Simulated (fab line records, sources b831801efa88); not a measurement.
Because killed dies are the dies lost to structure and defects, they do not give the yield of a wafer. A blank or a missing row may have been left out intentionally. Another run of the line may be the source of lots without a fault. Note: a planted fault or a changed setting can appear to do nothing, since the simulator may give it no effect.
Which tool is to blame? + flow sky130 + 13 lots with 39 wafers sampled at 5 steps, on a route of 708 steps

== WHAT THE GAUGES SHOWED, per wafer ==
SKY_DNWELL_TW_MEAS_09.
| lot  | measured    | on            | DNWELL_TW      |
|------|-------------|---------------|----------------|
| L508 | day 3 11:37 | film_metro-03 | 1109 1104 1103 |
| L509 | day 3 20:36 | film_metro-03 | 1102 1095 1106 |
| L512 | day 4 12:35 | film_metro-03 | 1111 1103 1104 |
| L514 | day 4 19:31 | film_metro-04 | 1124 1120 1127 |
| L513 | day 4 20:13 | film_metro-04 | 1130 1134 1130 |
| L517 | day 5 06:19 | film_metro-02 | 1119 1117 1112 |
| L520 | day 6 01:59 | film_metro-03 | 1097 1091 1087 |
| L526 | day 7 04:53 | film_metro-03 | 1100 1102 1096 |
| L527 | day 7 14:02 | film_metro-04 | 1133 1134 1131 |
| L528 | day 7 18:31 | film_metro-02 | 1114 1113 1114 |
| L529 | day 7 22:20 | film_metro-02 | 1116 1110 1111 |
| L530 | day 8 01:55 | film_metro-03 | 1101 1100 1104 |
| L531 | day 8 08:08 | film_metro-04 | 1114 1116 1114 |

SKY_VT_ADJUST_LVTN_OVL_MEAS_07.
| lot  | measured     | on         | VT_ADJUST_LVTN_OVL (nm) |
|------|--------------|------------|-------------------------|
| L508 | day 7 04:16  | overlay-01 | 0.0 -2.2 -0.5           |
| L509 | day 7 18:16  | overlay-02 | 0.9 0.4 0.8             |
| L512 | day 8 12:28  | overlay-02 | -1.2 -0.7 0.0           |
| L514 | day 8 20:37  | overlay-01 | 3.4 2.5 4.7             |
| L513 | day 8 21:42  | overlay-02 | 0.9 1.1 2.3             |
| L517 | day 9 09:10  | overlay-02 | 1.8 1.2 -0.6            |
| L520 | day 10 08:15 | overlay-02 | 3.5 1.4 1.0             |
| L526 | day 11 16:01 | overlay-01 | -1.4 1.4 -0.5           |
| L527 | day 12 02:42 | overlay-01 | 1.2 0.6 -0.8            |
| L528 | day 12 09:31 | overlay-01 | 0.7 -0.1 -0.4           |
| L529 | day 12 15:09 | overlay-01 | 1.3 -0.4 1.4            |
| L530 | day 12 18:44 | overlay-02 | 3.6 2.4 1.6             |
| L531 | day 13 01:27 | overlay-02 | 2.9 2.2 0.3             |

SKY_SONOS_ONO_OVL_MEAS_14.
| lot  | measured     | on         | SONOS_ONO_OVL (nm) |
|------|--------------|------------|--------------------|
| L508 | day 12 23:50 | overlay-02 | 0.2 1.8 -0.5       |
| L509 | day 13 15:47 | overlay-02 | 0.1 -0.9 -0.7      |
| L512 | day 14 12:36 | overlay-02 | 0.6 1.4 1.4        |
| L514 | day 15 00:46 | overlay-02 | 0.3 1.3 0.9        |
| L513 | day 15 01:59 | overlay-02 | -0.9 -0.7 -2.1     |
| L517 | day 15 15:21 | overlay-01 | 0.0 0.6 -0.2       |
| L520 | day 17 02:26 | overlay-02 | 1.0 0.4 1.5        |
| L526 | day 18 14:10 | overlay-01 | -1.0 0.8 0.4       |
| L527 | day 19 07:18 | overlay-01 | -0.1 -2.2 -0.2     |
| L528 | day 19 13:01 | overlay-01 | 0.2 -0.7 -0.3      |
| L529 | day 19 18:18 | overlay-01 | 0.1 -0.5 -1.1      |
| L530 | day 19 22:44 | overlay-02 | 1.9 2.2 0.7        |
| L531 | day 20 09:01 | overlay-02 | 1.0 1.7 2.5        |

SKY_VIA3_THK_MEAS_01.
| lot  | measured     | on            | VIA3_HDPCVD_THK (nm) |
|------|--------------|---------------|----------------------|
| L508 | day 39 05:41 | film_metro-02 | 1656 1661 1634       |
| L509 | day 39 17:06 | film_metro-02 | 1655 1648 1677       |
| L512 | day 40 08:30 | film_metro-01 | 1648 1669 1648       |
| L514 | day 40 22:59 | film_metro-03 | 1636 1652 1646       |
| L513 | day 41 02:56 | film_metro-03 | 1654 1656 1667       |
| L517 | day 41 07:50 | film_metro-03 | 1647 1644 1618       |
| L520 | day 42 12:31 | film_metro-02 | 1669 1649 2645       |
| L526 | day 43 18:11 | film_metro-01 | 1611 1609 1595       |
| L527 | day 44 06:16 | film_metro-02 | 1616 1631 1627       |
| L528 | day 44 10:10 | film_metro-01 | 1614 1613 1626       |
| L529 | day 44 13:17 | film_metro-01 | 1621 1588 1620       |
| L530 | day 44 16:16 | film_metro-01 | 1635 1629 1625       |
| L531 | day 45 02:36 | film_metro-03 | 1677 1629 1653       |

== EACH LOT AND THE TOOL THAT RAN IT (in order: tool; ch and the chambers of the sampled wafers; start) ==
| lot  | SKY_VIA3_HDPCVD_00               |
|------|----------------------------------|
| L508 | hdpcvd-01 ch 0,1, day 39 05:30   |
| L509 | hdpcvd-02 ch 1,2, day 39 16:55   |
| L512 | hdpcvd-02 ch 0,1,2, day 40 08:23 |
| L514 | hdpcvd-02 ch 1,2, day 40 22:49   |
| L513 | hdpcvd-02 ch 0,1,2, day 41 02:46 |
| L517 | hdpcvd-01 ch 0,1,2, day 41 07:43 |
| L520 | hdpcvd-02 ch 0,1, day 42 12:15   |
| L526 | hdpcvd-01 ch 1,2, day 43 18:00   |
| L527 | hdpcvd-01 ch 0,1,2, day 44 06:09 |
| L528 | hdpcvd-01 ch 0,1, day 44 09:57   |
| L529 | hdpcvd-01 ch 0,1, day 44 13:07   |
| L530 | hdpcvd-01 ch 0,1,2, day 44 16:06 |
| L531 | hdpcvd-02 ch 0,1, day 45 02:25   |
- SKY_VIA3_HDPCVD_00: deposits SiO2, target thk 1635 nm, time 272.5 s.

== WHAT THE TOOLS THEMSELVES READ (means of the sampled wafers that have a number; where no wafer has one, the mark that the record gives instead) ==
The record holds no such reading with a usual standard deviation.

== THE ANSWER, worked out from the rows above alone ==
Rule: usual is defined by the lots themselves. Put in order of their means at a reading, lots are off if they are a third of the lots or fewer, leave a main group of 4 or more, and stand apart from it by a gap of 3 or more times the standard deviation of the main group's means; of several such gaps the widest counts. If all means in a main group match to the digits the tables above print for the reading, that group is not used. A lot without any number at a reading at which 4 lots or more have one is off too. Where the step has rows for the other lots, those lots are counted as sound. After the gauges, taken in route order, come the tools' own readings; for these a lot's mean is taken, as printed above. The first step at which some lot is off is used, and at that step the reading that is off furthest; a lot without a number counts as furthest.
Off: L520, at SKY_VIA3_THK_MEAS_01 (VIA3_HDPCVD_THK). The main group: mean 1637 nm, standard deviation 19.
A tool fits if, at a process step before that reading, it ran every lot that is off, and no sound lot after the first of them. Gauges at SKY_VIA3_THK_MEAS_01: tried the same way as those tools. Of those tried, none fits.

== WHAT THE SIMULATOR PUT IN ==
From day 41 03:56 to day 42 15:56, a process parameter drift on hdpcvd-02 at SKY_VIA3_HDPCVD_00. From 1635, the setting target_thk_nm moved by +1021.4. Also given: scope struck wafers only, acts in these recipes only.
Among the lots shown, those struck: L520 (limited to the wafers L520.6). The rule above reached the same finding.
